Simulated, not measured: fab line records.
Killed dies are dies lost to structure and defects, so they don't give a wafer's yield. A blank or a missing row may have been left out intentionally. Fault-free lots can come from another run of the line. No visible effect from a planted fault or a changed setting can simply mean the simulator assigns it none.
A lot that was struck, set against a sound lot	flow sky130	15 out of 708 route steps
Sound: these wafers, L103.3, L103.4, L103.5. Struck: wafer L114.1 (left out: L114.2, L114.5 of the same lot, which were not struck); the cause appears at the end.
Each step with rows lists, per side, the tool, then ch with its chambers, then its first start. Under that, the readings that differ: sound wafers	struck wafers	difference of the means	sigmas: that difference in standard deviations of wafers without a fault.
alike: readings whose means differ by less than 2 such deviations, and words and numbers that are the same on both sides. not compared: withheld readings, readings that some wafer has no value for, bounds like >300 that may hide the same value, and numbers for which the record gives no deviation and whose values overlap.
Wherever a step has rows on one side only, a row that says differs or no value, or a row with sigmas, the two part there. Numbers that don't overlap but have no deviation are shown without sigmas and don't part them. Lack of a reading on every wafer of one side parts them only where that side has two or more wafers.

first, 6 steps without rows for these wafers: SKY_VIA4_HMDS_05 (prime time 60 s); SKY_VIA4_COAT_06 (resist thk 1140 nm); SKY_VIA4_SOFTBAKE_07 (time 60 s); SKY_VIA4_EXPOSE_08 (exposes mask VIM4, target cd 800 nm); SKY_VIA4_PEB_09; SKY_VIA4_DEVELOP_10 (develop time 60 s).
SKY_VIA4_OVL_MEAS_11:
  sound: overlay-01 at day 44 11:43; struck: overlay-01 at day 46 12:27
  alike: VIA4_OVL
SKY_VIA4_ETCH_12: etches SiO2 in C4F8/O2/Ar, stops on TiN, target depth 580 nm.
  sound on rie_diel-02 ch 1,3, day 44 11:44; struck on rie_diel-03 ch 1, day 46 12:29
  alike: oes_product_au, rf_fwd_power_W
SKY_VIA4_STRIP_13: strips in O2/N2.
  sound on plasma_asher-02 ch 0,1, day 44 11:50; struck on plasma_asher-02 ch 0, day 46 12:34
reading	sound	struck	difference	sigmas
rf_hours_counter_h (h)	- - -	68	no value on the sound wafers	
  alike: drypump_motor_current_A, oes_product_au, strip_time_to_endpoint_s
then, 3 steps without rows for these wafers: SKY_VIA4_STRIP_14 (strips in post etch residue remover, time 1200 s); SKY_VIA4_CLEAN_15 (cleans in IPA, time 180 s); SKY_VIA4_CLEAN_16 (cleans in O3/DIW).
SKY_VIA4_SPUTTER_17: material TiN, target thk 20 nm, time 80 s.
  sound: pvd_sputter-03 at day 44 12:25; struck: pvd_sputter-01 at day 46 13:53
reading	sound	struck	difference	sigmas
model.TiN_of_VIA4_SPUTTER_17.thk_nm (nm)	19.8 20.12 20	30.9	+10.9	
  alike: throttle_valve_pct
SKY_VIA4_CVD_18: deposits W, target thk 505 nm, time 152.14 s.
  sound on cvd_w-01 ch 0,1, day 44 12:32; struck on cvd_w-01 ch 0, day 46 13:58
  alike: heater_power_w
-- the record jumps here: 3 days lie between the struck wafers' starts before and after (it left off in module VIA4 and takes up again in module PAD_OPEN, whose first step shown is number 708 of the route) --
SKY_PAD_OPEN_PROBE_99:
  sound: prober-02 at day 47 08:17; struck: prober-01 at day 49 04:25
  alike: defect_limited_yield, killed_at_M0_to_M3, killed_at_M4_up, killed_at_contacts, killed_at_front_end, killed_at_other, killed_dies, killed_open, killed_short, sort_bin_3_pad_short, sort_bin_5_function, sort_bin_6_memory, sort_n_pass, sort_yield_pct

== WHERE THEY PART ==
At SKY_VIA4_STRIP_13 and nowhere else, as far as this record goes. Later steps at which nothing parts them and some readings are alike: SKY_VIA4_SPUTTER_17, SKY_VIA4_CVD_18, SKY_PAD_OPEN_PROBE_99.

WHY: what the simulator had put in
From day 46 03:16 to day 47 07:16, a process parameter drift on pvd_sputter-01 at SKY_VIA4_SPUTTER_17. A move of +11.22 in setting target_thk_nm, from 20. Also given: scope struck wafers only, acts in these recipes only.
